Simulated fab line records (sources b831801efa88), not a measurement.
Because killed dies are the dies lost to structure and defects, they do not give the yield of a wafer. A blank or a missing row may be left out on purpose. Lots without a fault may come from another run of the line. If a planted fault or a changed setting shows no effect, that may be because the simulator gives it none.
Which tool is to blame?    flow gf180mcu    11 lots with 33 wafers sampled at 3 steps, on a route of 602 steps

== WHAT THE GAUGES SHOWED, per wafer ==
GF_V1_THK_MEAS_03. Usual: for V1_CVD_02_THK the level is 848 nm and the standard deviation is 10.
lot   measured      on            V1_CVD_02_THK (nm)  flag
L456  day 17 07:40  filmMetro-01  845 845 850         
L458  day 18 01:19  filmMetro-03  834 851 839         
L460  day 18 19:57  filmMetro-02  847 842 851         
L463  day 19 18:10  filmMetro-01  868 855 863         
L464  day 20 02:14  filmMetro-03  820 842 847         
L466  day 21 09:24  filmMetro-03  851 828 849         
L469  day 23 01:24  filmMetro-01  841 834 851         
L470  day 23 04:20  filmMetro-03  859 856 850         
L476  day 24 14:58  filmMetro-03  843 855 865         
L478  day 25 02:59  filmMetro-03  843 832 865         
L479  day 25 14:17  filmMetro-03  855 847 857         

== EACH LOT AND THE TOOL THAT RAN IT (in order: tool; ch and the chambers of the sampled wafers; start) ==
lot   GF_M1_SPUTTER_01             GF_V1_CVD_02
L456  pvdSputter-02, day 16 07:37  pecvd-01 ch 1,2, day 17 07:35
L458  pvdSputter-02, day 17 00:57  pecvd-02 ch 1,2, day 18 01:14
L460  pvdSputter-04, day 17 19:11  pecvd-01 ch 0,2, day 18 19:52
L463  pvdSputter-02, day 18 16:39  pecvd-01 ch 0,1,2, day 19 18:07
L464  pvdSputter-04, day 19 00:51  pecvd-02 ch 0,1, day 20 02:10
L466  pvdSputter-04, day 20 07:59  pecvd-03 ch 0,1,2, day 21 09:19
L469  pvdSputter-03, day 22 00:51  pecvd-01 ch 0,1,2, day 23 01:20
L470  pvdSputter-04, day 22 03:59  pecvd-02 ch 0,1,2, day 23 04:16
L476  pvdSputter-03, day 23 14:55  pecvd-03 ch 0,1, day 24 14:54
L478  pvdSputter-04, day 24 04:08  pecvd-03 ch 0,2, day 25 02:55
L479  pvdSputter-02, day 24 15:35  pecvd-01 ch 0,1,2, day 25 14:13
- GF_M1_SPUTTER_01: material TiN, target thk 30 nm, time 25 s.
- GF_V1_CVD_02: deposits SiO2 from TEOS, target thk 850 nm, time 94.851 s.

== AS READ BY THE TOOLS THEMSELVES (means over the sampled wafers that have a number; for cases with no such wafer, the mark the record gives instead) ==
GF_M1_SPUTTER_01. Usual: throttleValvePct at 29.7 %, with a standard deviation of 1.1.
lot   tool           throttleValvePct (%)  flag
L456  pvdSputter-02  30.0                  
L458  pvdSputter-02  30.3                  
L460  pvdSputter-04  28.9                  
L463  pvdSputter-02  30.0                  
L464  pvdSputter-04  29.9                  
L466  pvdSputter-04  28.8                  
L469  pvdSputter-03  31.0                  
L470  pvdSputter-04  28.9                  
L476  pvdSputter-03  31.7                  
L478  pvdSputter-04  28.8                  
L479  pvdSputter-02  29.4                  

GF_V1_CVD_02. Usual: heaterPowerW at 585 W, with a standard deviation of 91.
lot   tool      heaterPowerW (W)  flag
L456  pecvd-01  561               
L458  pecvd-02  672               
L460  pecvd-01  627               
L463  pecvd-01  497               
L464  pecvd-02  719               
L466  pecvd-03  543               
L469  pecvd-01  539               
L470  pecvd-02  640               
L476  pecvd-03  560               
L478  pecvd-03  508               
L479  pecvd-01  594               

== THE ANSWER, worked out from the rows above alone ==
Rule: a lot counts as off when the mean over its wafers that have a number is more than 3 standard deviations away from the usual mean. A lot without any number at a reading at which 4 lots or more have one is off too. All remaining lots with rows at the step are treated as sound. First the gauges in route order, then the tools' own readings, where a lot's mean is used as printed above. The first step at which some lot is off is used, and at that step the reading that is off furthest; a lot without a number counts as furthest.
Across all readings shown, no lot is off: no conclusion can be drawn from this.

== WHAT HAD BEEN PUT IN BY THE SIMULATOR ==
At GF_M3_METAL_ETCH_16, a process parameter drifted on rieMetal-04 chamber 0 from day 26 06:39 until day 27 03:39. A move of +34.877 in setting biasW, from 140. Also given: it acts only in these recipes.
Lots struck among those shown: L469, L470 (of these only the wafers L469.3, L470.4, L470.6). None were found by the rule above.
